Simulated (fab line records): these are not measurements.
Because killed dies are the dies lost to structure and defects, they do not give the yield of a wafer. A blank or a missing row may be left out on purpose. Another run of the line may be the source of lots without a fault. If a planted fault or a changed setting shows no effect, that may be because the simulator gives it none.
Which of the tools did it? :: flow sky130 :: 72 wafers from 24 lots sampled at 6 of the route's 708 steps

WHAT EACH GAUGE READ, for each wafer
SKY_PWDE_OVL_MEAS_07.
lot: L074
measured: day 3 20:29
on: overlay-02
PWDE_OVL (nm): 0.0 -0.9 -0.9

lot: L075
measured: day 4 00:46
on: overlay-01
PWDE_OVL (nm): -0.3 -1.2 -0.5

lot: L076
measured: day 4 09:23
on: overlay-02
PWDE_OVL (nm): 0.9 1.3 0.2

lot: L077
measured: day 4 15:57
on: overlay-02
PWDE_OVL (nm): -2.1 -0.2 -1.6

lot: L078
measured: day 4 20:12
on: overlay-01
PWDE_OVL (nm): -2.6 -1.3 -3.1

lot: L079
measured: day 5 01:13
on: overlay-02
PWDE_OVL (nm): 0.2 0.6 -1.5

lot: L080
measured: day 5 06:54
on: overlay-02
PWDE_OVL (nm): 0.5 -1.1 -1.8

lot: L081
measured: day 5 12:45
on: overlay-01
PWDE_OVL (nm): -0.8 0.5 -0.3

lot: L082
measured: day 5 15:15
on: overlay-01
PWDE_OVL (nm): -0.2 -1.3 -1.1

lot: L083
measured: day 5 20:48
on: overlay-01
PWDE_OVL (nm): -0.6 -0.8 -1.5

lot: L084
measured: day 6 03:17
on: overlay-01
PWDE_OVL (nm): -0.8 -1.2 1.5

lot: L085
measured: day 6 09:00
on: overlay-02
PWDE_OVL (nm): -3.1 -2.5 -3.0

lot: L086
measured: day 6 14:38
on: overlay-01
PWDE_OVL (nm): -2.1 -2.0 -4.1

lot: L087
measured: day 6 22:29
on: overlay-01
PWDE_OVL (nm): -2.0 -0.3 -1.1

lot: L088
measured: day 7 01:09
on: overlay-01
PWDE_OVL (nm): -0.7 -0.4 -1.1

lot: L089
measured: day 7 10:32
on: overlay-02
PWDE_OVL (nm): -1.3 -2.9 -0.9

lot: L090
measured: day 7 15:44
on: overlay-02
PWDE_OVL (nm): -3.0 0.6 -2.5

lot: L091
measured: day 7 20:53
on: overlay-01
PWDE_OVL (nm): -0.5 0.1 1.2

lot: L092
measured: day 8 03:17
on: overlay-01
PWDE_OVL (nm): -0.2 1.1 1.0

lot: L093
measured: day 8 08:05
on: overlay-01
PWDE_OVL (nm): 0.6 -1.3 1.1

lot: L094
measured: day 8 13:05
on: overlay-01
PWDE_OVL (nm): -1.9 -0.1 -1.1

lot: L095
measured: day 8 20:53
on: overlay-01
PWDE_OVL (nm): -2.1 -1.1 -2.0

lot: L096
measured: day 9 02:40
on: overlay-01
PWDE_OVL (nm): 1.1 -1.2 -1.0

lot: L097
measured: day 9 07:47
on: overlay-02
PWDE_OVL (nm): 1.1 -2.7 -1.3

SKY_GATE_OXIDE_OVL_MEAS_10.
lot: L074
measured: day 13 19:08
on: overlay-02
GATE_OXIDE_OVL (nm): 1.2 0.8 0.3

lot: L075
measured: day 14 12:21
on: overlay-02
GATE_OXIDE_OVL (nm): -0.7 -1.8 -1.4

lot: L076
measured: day 14 23:12
on: overlay-02
GATE_OXIDE_OVL (nm): 1.2 -0.6 0.5

lot: L077
measured: day 14 23:18
on: overlay-01
GATE_OXIDE_OVL (nm): -0.2 0.6 1.3

lot: L078
measured: day 15 08:44
on: overlay-01
GATE_OXIDE_OVL (nm): -0.4 0.9 -0.3

lot: L079
measured: day 15 14:41
on: overlay-01
GATE_OXIDE_OVL (nm): 0.8 0.6 1.3

lot: L080
measured: day 16 02:00
on: overlay-01
GATE_OXIDE_OVL (nm): -0.3 -1.7 0.1

lot: L081
measured: day 16 03:21
on: overlay-02
GATE_OXIDE_OVL (nm): 2.3 1.5 0.9

lot: L082
measured: day 16 11:05
on: overlay-01
GATE_OXIDE_OVL (nm): -0.3 0.3 -0.3

lot: L083
measured: day 16 15:12
on: overlay-01
GATE_OXIDE_OVL (nm): -0.1 1.9 0.7

lot: L084
measured: day 17 00:40
on: overlay-01
GATE_OXIDE_OVL (nm): -1.1 -0.2 -1.8

lot: L085
measured: day 17 13:00
on: overlay-02
GATE_OXIDE_OVL (nm): 0.5 -0.5 -0.3

lot: L086
measured: day 17 17:26
on: overlay-01
GATE_OXIDE_OVL (nm): 1.3 -0.4 -0.7

lot: L087
measured: day 18 08:06
on: overlay-01
GATE_OXIDE_OVL (nm): -1.0 0.2 -0.5

lot: L088
measured: day 18 12:41
on: overlay-02
GATE_OXIDE_OVL (nm): 0.7 -0.1 0.3

lot: L089
measured: day 18 21:15
on: overlay-02
GATE_OXIDE_OVL (nm): -0.9 -0.1 1.0

lot: L090
measured: day 19 13:54
on: overlay-02
GATE_OXIDE_OVL (nm): -2.2 -1.8 -2.6

lot: L091
measured: day 19 20:51
on: overlay-01
GATE_OXIDE_OVL (nm): 0.0 -1.8 0.9

lot: L092
measured: day 20 02:44
on: overlay-01
GATE_OXIDE_OVL (nm): 1.5 -1.8 1.8

lot: L093
measured: day 20 10:05
on: overlay-02
GATE_OXIDE_OVL (nm): 2.1 2.1 1.4

lot: L094
measured: day 20 20:08
on: overlay-01
GATE_OXIDE_OVL (nm): -0.4 -0.9 0.2

lot: L095
measured: day 21 07:17
on: overlay-02
GATE_OXIDE_OVL (nm): 1.2 1.4 1.7

lot: L096
measured: day 21 11:17
on: overlay-01
GATE_OXIDE_OVL (nm): 0.1 2.6 1.9

lot: L097
measured: day 21 21:26
on: overlay-01
GATE_OXIDE_OVL (nm): 1.9 2.0 1.3

SKY_PASSIVATION_THK_MEAS_03.
lot: L074
measured: day 43 19:31
on: filmMetro-04
PASSIVATION_CVD_02_THK (nm): 535 547 547

lot: L075
measured: day 44 11:26
on: filmMetro-04
PASSIVATION_CVD_02_THK (nm): 554 544 553

lot: L076
measured: day 44 15:59
on: filmMetro-04
PASSIVATION_CVD_02_THK (nm): 537 546 547

lot: L077
measured: day 44 19:20
on: filmMetro-02
PASSIVATION_CVD_02_THK (nm): 537 544 543

lot: L078
measured: day 44 23:08
on: filmMetro-02
PASSIVATION_CVD_02_THK (nm): 533 534 535

lot: L079
measured: day 45 09:49
on: filmMetro-03
PASSIVATION_CVD_02_THK (nm): 534 534 538

lot: L080
measured: day 45 16:17
on: filmMetro-04
PASSIVATION_CVD_02_THK (nm): 540 540 548

lot: L081
measured: day 45 16:52
on: filmMetro-03
PASSIVATION_CVD_02_THK (nm): 536 550 549

lot: L082
measured: day 45 20:04
on: filmMetro-04
PASSIVATION_CVD_02_THK (nm): 535 545 544

lot: L083
measured: day 46 02:56
on: filmMetro-03
PASSIVATION_CVD_02_THK (nm): 529 537 547

lot: L084
measured: day 46 12:55
on: filmMetro-02
PASSIVATION_CVD_02_THK (nm): 533 535 548

lot: L085
measured: day 46 17:38
on: filmMetro-04
PASSIVATION_CVD_02_THK (nm): 528 546 548

lot: L086
measured: day 46 21:34
on: filmMetro-02
PASSIVATION_CVD_02_THK (nm): 537 529 539

lot: L087
measured: day 47 07:46
on: filmMetro-03
PASSIVATION_CVD_02_THK (nm): 532 526 542

lot: L088
measured: day 47 10:50
on: filmMetro-02
PASSIVATION_CVD_02_THK (nm): 540 548 553

lot: L089
measured: day 47 13:10
on: filmMetro-02
PASSIVATION_CVD_02_THK (nm): 538 542 543

lot: L090
measured: day 48 03:23
on: filmMetro-04
PASSIVATION_CVD_02_THK (nm): 549 549 551

lot: L091
measured: day 48 05:41
on: filmMetro-03
PASSIVATION_CVD_02_THK (nm): 545 531 537

lot: L092
measured: day 48 10:37
on: filmMetro-03
PASSIVATION_CVD_02_THK (nm): 537 547 543

lot: L093
measured: day 48 12:17
on: filmMetro-04
PASSIVATION_CVD_02_THK (nm): 549 539 546

lot: L094
measured: day 48 18:47
on: filmMetro-03
PASSIVATION_CVD_02_THK (nm): 522 522 533

lot: L095
measured: day 49 02:36
on: filmMetro-02
PASSIVATION_CVD_02_THK (nm): 542 547 550

lot: L096
measured: day 49 05:07
on: filmMetro-03
PASSIVATION_CVD_02_THK (nm): 533 530 539

lot: L097
measured: day 49 12:11
on: filmMetro-04
PASSIVATION_CVD_02_THK (nm): 533 551 549

WHICH TOOL RAN EACH LOT (tool, then ch and the chambers of the sampled wafers, then the start)
lot: L074
SKY_PWDE_STRIP_09: plasmaAsher-01 ch 0, day 3 20:41
SKY_LDD_HVN_STRIP_09: plasmaAsher-01 ch 0,1, day 20 09:10
SKY_METAL3_SPUTTER_01: pvdSputter-04, day 36 08:05

lot: L075
SKY_PWDE_STRIP_09: plasmaAsher-03 ch 0,1, day 4 01:01
SKY_LDD_HVN_STRIP_09: plasmaAsher-03 ch 0,1, day 21 03:09
SKY_METAL3_SPUTTER_01: pvdSputter-04, day 37 01:47

lot: L076
SKY_PWDE_STRIP_09: plasmaAsher-03 ch 0,1, day 4 09:36
SKY_LDD_HVN_STRIP_09: plasmaAsher-02 ch 0,1, day 21 14:08
SKY_METAL3_SPUTTER_01: pvdSputter-04, day 37 06:58

lot: L077
SKY_PWDE_STRIP_09: plasmaAsher-01 ch 0,1, day 4 16:10
SKY_LDD_HVN_STRIP_09: plasmaAsher-01 ch 0,1, day 21 15:05
SKY_METAL3_SPUTTER_01: pvdSputter-02, day 37 10:28

lot: L078
SKY_PWDE_STRIP_09: plasmaAsher-01 ch 0,1, day 4 20:23
SKY_LDD_HVN_STRIP_09: plasmaAsher-02 ch 0,1, day 21 22:59
SKY_METAL3_SPUTTER_01: pvdSputter-01, day 37 15:31

lot: L079
SKY_PWDE_STRIP_09: plasmaAsher-03 ch 0,1, day 5 01:25
SKY_LDD_HVN_STRIP_09: plasmaAsher-01 ch 0,1, day 22 09:31
SKY_METAL3_SPUTTER_01: pvdSputter-02, day 38 03:45

lot: L080
SKY_PWDE_STRIP_09: plasmaAsher-03 ch 0,1, day 5 07:07
SKY_LDD_HVN_STRIP_09: plasmaAsher-01 ch 0,1, day 22 19:28
SKY_METAL3_SPUTTER_01: pvdSputter-02, day 38 09:22

lot: L081
SKY_PWDE_STRIP_09: plasmaAsher-03 ch 0,1, day 5 12:56
SKY_LDD_HVN_STRIP_09: plasmaAsher-01 ch 0,1, day 22 22:08
SKY_METAL3_SPUTTER_01: pvdSputter-02, day 38 10:44

lot: L082
SKY_PWDE_STRIP_09: plasmaAsher-01 ch 0,1, day 5 15:26
SKY_LDD_HVN_STRIP_09: plasmaAsher-01 ch 0, day 23 05:05
SKY_METAL3_SPUTTER_01: pvdSputter-02, day 38 16:25

lot: L083
SKY_PWDE_STRIP_09: plasmaAsher-03 ch 0, day 5 20:59
SKY_LDD_HVN_STRIP_09: plasmaAsher-01 ch 0,1, day 23 11:13
SKY_METAL3_SPUTTER_01: pvdSputter-04, day 38 22:46

lot: L084
SKY_PWDE_STRIP_09: plasmaAsher-03 ch 0,1, day 6 03:28
SKY_LDD_HVN_STRIP_09: plasmaAsher-03 ch 0,1, day 23 19:19
SKY_METAL3_SPUTTER_01: pvdSputter-04, day 39 08:46

lot: L085
SKY_PWDE_STRIP_09: plasmaAsher-04 ch 0,1, day 6 09:13
SKY_LDD_HVN_STRIP_09: plasmaAsher-03 ch 0,1, day 24 07:03
SKY_METAL3_SPUTTER_01: pvdSputter-04, day 39 17:17

lot: L086
SKY_PWDE_STRIP_09: plasmaAsher-03 ch 0,1, day 6 14:49
SKY_LDD_HVN_STRIP_09: plasmaAsher-01 ch 0,1, day 24 12:01
SKY_METAL3_SPUTTER_01: pvdSputter-02, day 39 19:56

lot: L087
SKY_PWDE_STRIP_09: plasmaAsher-03 ch 0,1, day 6 22:40
SKY_LDD_HVN_STRIP_09: plasmaAsher-01 ch 0,1, day 25 00:32
SKY_METAL3_SPUTTER_01: pvdSputter-02, day 40 08:13

lot: L088
SKY_PWDE_STRIP_09: plasmaAsher-03 ch 0,1, day 7 01:22
SKY_LDD_HVN_STRIP_09: plasmaAsher-01 ch 0,1, day 25 08:06
SKY_METAL3_SPUTTER_01: pvdSputter-02, day 40 11:33

lot: L089
SKY_PWDE_STRIP_09: plasmaAsher-01 ch 1, day 7 10:43
SKY_LDD_HVN_STRIP_09: plasmaAsher-03 ch 0,1, day 25 13:08
SKY_METAL3_SPUTTER_01: pvdSputter-02, day 40 15:25

lot: L090
SKY_PWDE_STRIP_09: plasmaAsher-04 ch 0,1, day 7 15:57
SKY_LDD_HVN_STRIP_09: plasmaAsher-02 ch 0,1, day 26 06:50
SKY_METAL3_SPUTTER_01: pvdSputter-04, day 41 08:50

lot: L091
SKY_PWDE_STRIP_09: plasmaAsher-01 ch 0,1, day 7 21:06
SKY_LDD_HVN_STRIP_09: plasmaAsher-01 ch 0,1, day 26 10:31
SKY_METAL3_SPUTTER_01: pvdSputter-04, day 41 12:26

lot: L092
SKY_PWDE_STRIP_09: plasmaAsher-01 ch 0,1, day 8 03:28
SKY_LDD_HVN_STRIP_09: plasmaAsher-03 ch 0,1, day 26 16:31
SKY_METAL3_SPUTTER_01: pvdSputter-04, day 41 16:40

lot: L093
SKY_PWDE_STRIP_09: plasmaAsher-01 ch 0,1, day 8 08:17
SKY_LDD_HVN_STRIP_09: plasmaAsher-01 ch 0,1, day 27 00:29
SKY_METAL3_SPUTTER_01: pvdSputter-01, day 41 20:50

lot: L094
SKY_PWDE_STRIP_09: plasmaAsher-04 ch 0,1, day 8 13:16
SKY_LDD_HVN_STRIP_09: plasmaAsher-01 ch 0,1, day 27 10:52
SKY_METAL3_SPUTTER_01: pvdSputter-02, day 42 07:35

lot: L095
SKY_PWDE_STRIP_09: plasmaAsher-04 ch 1, day 8 21:04
SKY_LDD_HVN_STRIP_09: plasmaAsher-03 ch 1, day 27 19:31
SKY_METAL3_SPUTTER_01: pvdSputter-01, day 42 15:35

lot: L096
SKY_PWDE_STRIP_09: plasmaAsher-03 ch 0,1, day 9 02:52
SKY_LDD_HVN_STRIP_09: plasmaAsher-02 ch 0,1, day 28 00:47
SKY_METAL3_SPUTTER_01: pvdSputter-01, day 42 17:03

lot: L097
SKY_PWDE_STRIP_09: plasmaAsher-01 ch 0,1, day 9 07:58
SKY_LDD_HVN_STRIP_09: plasmaAsher-01 ch 0,1, day 28 09:16
SKY_METAL3_SPUTTER_01: pvdSputter-01, day 43 03:40
- SKY_PWDE_STRIP_09: strips in O2/N2.
- SKY_LDD_HVN_STRIP_09: strips in O2/N2.
- SKY_METAL3_SPUTTER_01: material TiN, target thk 20 nm, time 16.7 s.

WHAT THE TOOLS THEMSELVES READ (means of the sampled wafers that have a number; where no wafer has one, the mark that the record gives instead)
SKY_PWDE_STRIP_09.
lot: L074
tool: plasmaAsher-01
drypumpMotorCurrentA (A): 5.46
oesProductAu (a.u.): 0.725
stripTimeToEndpointS (s): 36.95

lot: L075
tool: plasmaAsher-03
drypumpMotorCurrentA (A): 5.64
oesProductAu (a.u.): 0.720
stripTimeToEndpointS (s): 36.75

lot: L076
tool: plasmaAsher-03
drypumpMotorCurrentA (A): 5.65
oesProductAu (a.u.): 0.725
stripTimeToEndpointS (s): 36.90

lot: L077
tool: plasmaAsher-01
drypumpMotorCurrentA (A): 5.64
oesProductAu (a.u.): 0.722
stripTimeToEndpointS (s): 37.16

lot: L078
tool: plasmaAsher-01
drypumpMotorCurrentA (A): 5.63
oesProductAu (a.u.): 0.724
stripTimeToEndpointS (s): 37.00

lot: L079
tool: plasmaAsher-03
drypumpMotorCurrentA (A): 5.65
oesProductAu (a.u.): 0.723
stripTimeToEndpointS (s): 36.93

lot: L080
tool: plasmaAsher-03
drypumpMotorCurrentA (A): 5.63
oesProductAu (a.u.): 0.728
stripTimeToEndpointS (s): 36.87

lot: L081
tool: plasmaAsher-03
drypumpMotorCurrentA (A): 5.67
oesProductAu (a.u.): 0.724
stripTimeToEndpointS (s): 36.95

lot: L082
tool: plasmaAsher-01
drypumpMotorCurrentA (A): 5.62
oesProductAu (a.u.): 0.724
stripTimeToEndpointS (s): 37.02

lot: L083
tool: plasmaAsher-03
drypumpMotorCurrentA (A): 5.63
oesProductAu (a.u.): 0.725
stripTimeToEndpointS (s): 37.03

lot: L084
tool: plasmaAsher-03
drypumpMotorCurrentA (A): 5.66
oesProductAu (a.u.): 0.721
stripTimeToEndpointS (s): 36.97

lot: L085
tool: plasmaAsher-04
drypumpMotorCurrentA (A): 5.52
oesProductAu (a.u.): 0.719
stripTimeToEndpointS (s): 36.79

lot: L086
tool: plasmaAsher-03
drypumpMotorCurrentA (A): 5.66
oesProductAu (a.u.): 0.724
stripTimeToEndpointS (s): 37.05

lot: L087
tool: plasmaAsher-03
drypumpMotorCurrentA (A): 5.65
oesProductAu (a.u.): 0.725
stripTimeToEndpointS (s): 37.02

lot: L088
tool: plasmaAsher-03
drypumpMotorCurrentA (A): 5.67
oesProductAu (a.u.): 0.722
stripTimeToEndpointS (s): 37.08

lot: L089
tool: plasmaAsher-01
drypumpMotorCurrentA (A): 5.94
oesProductAu (a.u.): 0.722
stripTimeToEndpointS (s): 37.03

lot: L090
tool: plasmaAsher-04
drypumpMotorCurrentA (A): 5.59
oesProductAu (a.u.): 0.725
stripTimeToEndpointS (s): 37.08

lot: L091
tool: plasmaAsher-01
drypumpMotorCurrentA (A): 5.63
oesProductAu (a.u.): 0.719
stripTimeToEndpointS (s): 36.94

lot: L092
tool: plasmaAsher-01
drypumpMotorCurrentA (A): 5.78
oesProductAu (a.u.): 0.726
stripTimeToEndpointS (s): 36.98

lot: L093
tool: plasmaAsher-01
drypumpMotorCurrentA (A): 5.81
oesProductAu (a.u.): 0.719
stripTimeToEndpointS (s): 36.66

lot: L094
tool: plasmaAsher-04
drypumpMotorCurrentA (A): 5.53
oesProductAu (a.u.): 0.719
stripTimeToEndpointS (s): 36.82

lot: L095
tool: plasmaAsher-04
drypumpMotorCurrentA (A): 5.44
oesProductAu (a.u.): 0.726
stripTimeToEndpointS (s): 36.96

lot: L096
tool: plasmaAsher-03
drypumpMotorCurrentA (A): 5.67
oesProductAu (a.u.): 0.722
stripTimeToEndpointS (s): 37.05

lot: L097
tool: plasmaAsher-01
drypumpMotorCurrentA (A): 5.63
oesProductAu (a.u.): 0.723
stripTimeToEndpointS (s): 36.90

SKY_LDD_HVN_STRIP_09.
lot: L074
tool: plasmaAsher-01
drypumpMotorCurrentA (A): 5.80
oesProductAu (a.u.): 0.407
stripTimeToEndpointS (s): 4.149

lot: L075
tool: plasmaAsher-03
drypumpMotorCurrentA (A): 5.64
oesProductAu (a.u.): 0.414
stripTimeToEndpointS (s): 4.136

lot: L076
tool: plasmaAsher-02
drypumpMotorCurrentA (A): 5.43
oesProductAu (a.u.): 0.409
stripTimeToEndpointS (s): 4.133

lot: L077
tool: plasmaAsher-01
drypumpMotorCurrentA (A): 5.62
oesProductAu (a.u.): 0.405
stripTimeToEndpointS (s): 4.116

lot: L078
tool: plasmaAsher-02
drypumpMotorCurrentA (A): 5.45
oesProductAu (a.u.): 0.406
stripTimeToEndpointS (s): 4.106

lot: L079
tool: plasmaAsher-01
drypumpMotorCurrentA (A): 5.63
oesProductAu (a.u.): 0.409
stripTimeToEndpointS (s): 4.135

lot: L080
tool: plasmaAsher-01
drypumpMotorCurrentA (A): 5.80
oesProductAu (a.u.): 0.412
stripTimeToEndpointS (s): 4.135

lot: L081
tool: plasmaAsher-01
drypumpMotorCurrentA (A): 5.81
oesProductAu (a.u.): 0.406
stripTimeToEndpointS (s): 4.112

lot: L082
tool: plasmaAsher-01
drypumpMotorCurrentA (A): 5.46
oesProductAu (a.u.): 0.406
stripTimeToEndpointS (s): 4.106

lot: L083
tool: plasmaAsher-01
drypumpMotorCurrentA (A): 5.80
oesProductAu (a.u.): 0.410
stripTimeToEndpointS (s): 4.128

lot: L084
tool: plasmaAsher-03
drypumpMotorCurrentA (A): 5.65
oesProductAu (a.u.): 0.412
stripTimeToEndpointS (s): 4.114

lot: L085
tool: plasmaAsher-03
drypumpMotorCurrentA (A): 5.67
oesProductAu (a.u.): 0.407
stripTimeToEndpointS (s): 4.148

lot: L086
tool: plasmaAsher-01
drypumpMotorCurrentA (A): 5.78
oesProductAu (a.u.): 0.412
stripTimeToEndpointS (s): 4.133

lot: L087
tool: plasmaAsher-01
drypumpMotorCurrentA (A): 5.63
oesProductAu (a.u.): 0.405
stripTimeToEndpointS (s): 4.144

lot: L088
tool: plasmaAsher-01
drypumpMotorCurrentA (A): 5.62
oesProductAu (a.u.): 0.406
stripTimeToEndpointS (s): 4.143

lot: L089
tool: plasmaAsher-03
drypumpMotorCurrentA (A): 5.66
oesProductAu (a.u.): 0.411
stripTimeToEndpointS (s): 4.129

lot: L090
tool: plasmaAsher-02
drypumpMotorCurrentA (A): 5.42
oesProductAu (a.u.): 0.404
stripTimeToEndpointS (s): 4.142

lot: L091
tool: plasmaAsher-01
drypumpMotorCurrentA (A): 5.63
oesProductAu (a.u.): 0.410
stripTimeToEndpointS (s): 4.136

lot: L092
tool: plasmaAsher-03
drypumpMotorCurrentA (A): 5.65
oesProductAu (a.u.): 0.406
stripTimeToEndpointS (s): 4.141

lot: L093
tool: plasmaAsher-01
drypumpMotorCurrentA (A): 5.78
oesProductAu (a.u.): 0.409
stripTimeToEndpointS (s): 4.133

lot: L094
tool: plasmaAsher-01
drypumpMotorCurrentA (A): 5.62
oesProductAu (a.u.): 0.409
stripTimeToEndpointS (s): 4.133

lot: L095
tool: plasmaAsher-03
drypumpMotorCurrentA (A): 5.68
oesProductAu (a.u.): 0.409
stripTimeToEndpointS (s): 4.156

lot: L096
tool: plasmaAsher-02
drypumpMotorCurrentA (A): 5.43
oesProductAu (a.u.): 0.408
stripTimeToEndpointS (s): 4.152

lot: L097
tool: plasmaAsher-01
drypumpMotorCurrentA (A): 5.78
oesProductAu (a.u.): 0.410
stripTimeToEndpointS (s): 4.145

SKY_METAL3_SPUTTER_01.
lot: L074
tool: pvdSputter-04
throttleValvePct (%): 29.4

lot: L075
tool: pvdSputter-04
throttleValvePct (%): 30.3

lot: L076
tool: pvdSputter-04
throttleValvePct (%): 29.9

lot: L077
tool: pvdSputter-02
throttleValvePct (%): 29.7

lot: L078
tool: pvdSputter-01
throttleValvePct (%): 29.9

lot: L079
tool: pvdSputter-02
throttleValvePct (%): 29.6

lot: L080
tool: pvdSputter-02
throttleValvePct (%): 29.6

lot: L081
tool: pvdSputter-02
throttleValvePct (%): 30.0

lot: L082
tool: pvdSputter-02
throttleValvePct (%): 30.3

lot: L083
tool: pvdSputter-04
throttleValvePct (%): 29.5

lot: L084
tool: pvdSputter-04
throttleValvePct (%): 29.4

lot: L085
tool: pvdSputter-04
throttleValvePct (%): 29.4

lot: L086
tool: pvdSputter-02
throttleValvePct (%): 29.5

lot: L087
tool: pvdSputter-02
throttleValvePct (%): 29.6

lot: L088
tool: pvdSputter-02
throttleValvePct (%): 29.6

lot: L089
tool: pvdSputter-02
throttleValvePct (%): 29.4

lot: L090
tool: pvdSputter-04
throttleValvePct (%): 29.5

lot: L091
tool: pvdSputter-04
throttleValvePct (%): 30.3

lot: L092
tool: pvdSputter-04
throttleValvePct (%): 30.3

lot: L093
tool: pvdSputter-01
throttleValvePct (%): 30.9

lot: L094
tool: pvdSputter-02
throttleValvePct (%): 29.4

lot: L095
tool: pvdSputter-01
throttleValvePct (%): 31.2

lot: L096
tool: pvdSputter-01
throttleValvePct (%): 31.2

lot: L097
tool: pvdSputter-01
throttleValvePct (%): 32.0

THE ANSWER, worked out from the rows above alone
Rule: what is usual is taken from the lots themselves. The widest of any qualifying gaps counts: lots, ordered by their means at a reading, are off when they make up no more than a third of the lots, leave a main group of 4 or more, and stand apart from it by 3 or more times the standard deviation of that group's means. If all means in a main group match to the digits the tables above print for the reading, that group is not used. A lot without any number at a reading at which 4 lots or more have one is off too. Any other lot the step has rows for is counted as sound. The gauges are gone through in route order, then the tools' own readings, and for those a lot's mean is taken as printed above. At the first step where some lot is off, the reading lying furthest off is the one used; lots without a number count as furthest.
None of the lots is off at any reading shown; this tells nothing.

WHAT WAS PUT IN BY THE SIMULATOR
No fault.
